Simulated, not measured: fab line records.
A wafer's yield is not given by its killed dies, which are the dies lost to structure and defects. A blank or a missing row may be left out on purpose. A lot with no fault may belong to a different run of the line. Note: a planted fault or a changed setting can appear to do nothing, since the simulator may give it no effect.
A struck lot beside a sound one    flow gf180mcu    14 steps out of a route of 602
Sound: these wafers, L830.2, L830.3, L830.4. Struck: wafer L834.2 (L834.1, L834.6, from the same lot, were not struck and are left out); the cause is given at the end.
Order at every step that has rows: each side's tool, ch and its chambers, its first start. Under that, the readings that differ: sound wafers    struck wafers    difference of the means    sigmas: that difference in standard deviations of wafers without a fault.
alike: a reading whose means differ by less than 2 such deviations, as well as words and numbers matching on both sides. not compared: withheld readings; readings where some wafer has no value; bounds like >300 that might hide an equal value; numbers whose values overlap and for which the record gives no deviation.
A row with sigmas, a row that says differs or no value, or rows on one side alone: a step with any of these is where the two part. When numbers do not overlap yet have no deviation, they are printed without sigmas and do not part them. Lack of a reading on every wafer of one side parts them only where that side has two or more wafers.

GF_V3_CD_MEAS_14: the cd target is 260 nm.
  sound on cdSem-01, day 23 22:55; struck on cdSem-02, day 25 10:00
  alike: cdNm
GF_V3_OVL_MEAS_15:
  sound on overlay-01, day 23 23:02; struck on overlay-01, day 25 10:07
  alike: V3_OVL
GF_V3_ETCH_16: etches BARC in N2/H2.
  sound on rieDiel-01 ch 0,1,2, day 23 23:04; struck on rieDiel-04 ch 0, day 25 10:09
  alike: biasW, drypumpMotorCurrentA, oesProductAu, throttleValvePct
then, 1 step without rows for these wafers: GF_V3_ETCH_17 (etches SiO2 in C4F8/O2/Ar, stops on TiN, target depth 635 nm).
GF_V3_STRIP_18: strips in O2/N2.
  sound on plasmaAsher-03 ch 0,1, day 23 23:11; struck on plasmaAsher-02 ch 1, day 25 10:17
  alike: drypumpMotorCurrentA, heaterPowerW, oesProductAu
  not compared: rfHoursCounterH
then, 2 steps without rows for these wafers: GF_V3_STRIP_19 (strips in post etch residue remover, time 1200 s); GF_V3_CLEAN_20 (cleans in DIW).
GF_V3_SPUTTER_21: material Ti, target thk 15 nm, time 80.02 s.
  sound on pvdSputter-03, day 23 23:50; struck on pvdSputter-03, day 25 10:52
  alike: throttleValvePct
GF_V3_SPUTTER_22: material TiN, target thk 10 nm, time 40 s.
  sound on pvdSputter-03, day 23 23:54; struck on pvdSputter-03, day 25 10:55
  alike: throttleValvePct
then, 1 step without rows for these wafers: GF_V3_CVD_23 (deposits W, target thk 350 nm, time 104.9 s).
GF_V3_RS_MEAS_24: a four-point-probe measurement.
  sound on filmMetro-03, day 24 00:04; struck on filmMetro-01, day 25 11:04
  alike: V3_W_RS
GF_V3_THK_MEAS_25: measures by xrf.
  sound on filmMetro-03, day 24 00:11; struck on filmMetro-01, day 25 11:11
reading        sound        struck  difference  sigmas
V3_W_THK (nm)  361 354 360  349     -9          -2
GF_V3_CMP_26: polishes, stops on SiO2, t overpolish 15 s, target thk 0 nm.
  sound on cmp-02 ch 0,2,3, day 24 00:14; struck on cmp-01 ch 0, day 25 11:18
reading              sound                 struck  difference  sigmas
overpolishRunS (s)   14.995 15.000 15.005  0.028   -14.972     -99 or more
timeToEndpointS (s)  91 84 83              128     +42         +13
  alike: motorCurrentA
GF_M4_SPUTTER_00: material Ti, target thk 37.5 nm, time 150 s.
  sound wafers here have rows in the record (pvdSputter-02, day 24 00:32); struck ones have none

## WHERE THEY PART
Earliest at GF_V3_THK_MEAS_25; latest, in this record, at GF_M4_SPUTTER_00.

WHY: whatever the simulator had introduced
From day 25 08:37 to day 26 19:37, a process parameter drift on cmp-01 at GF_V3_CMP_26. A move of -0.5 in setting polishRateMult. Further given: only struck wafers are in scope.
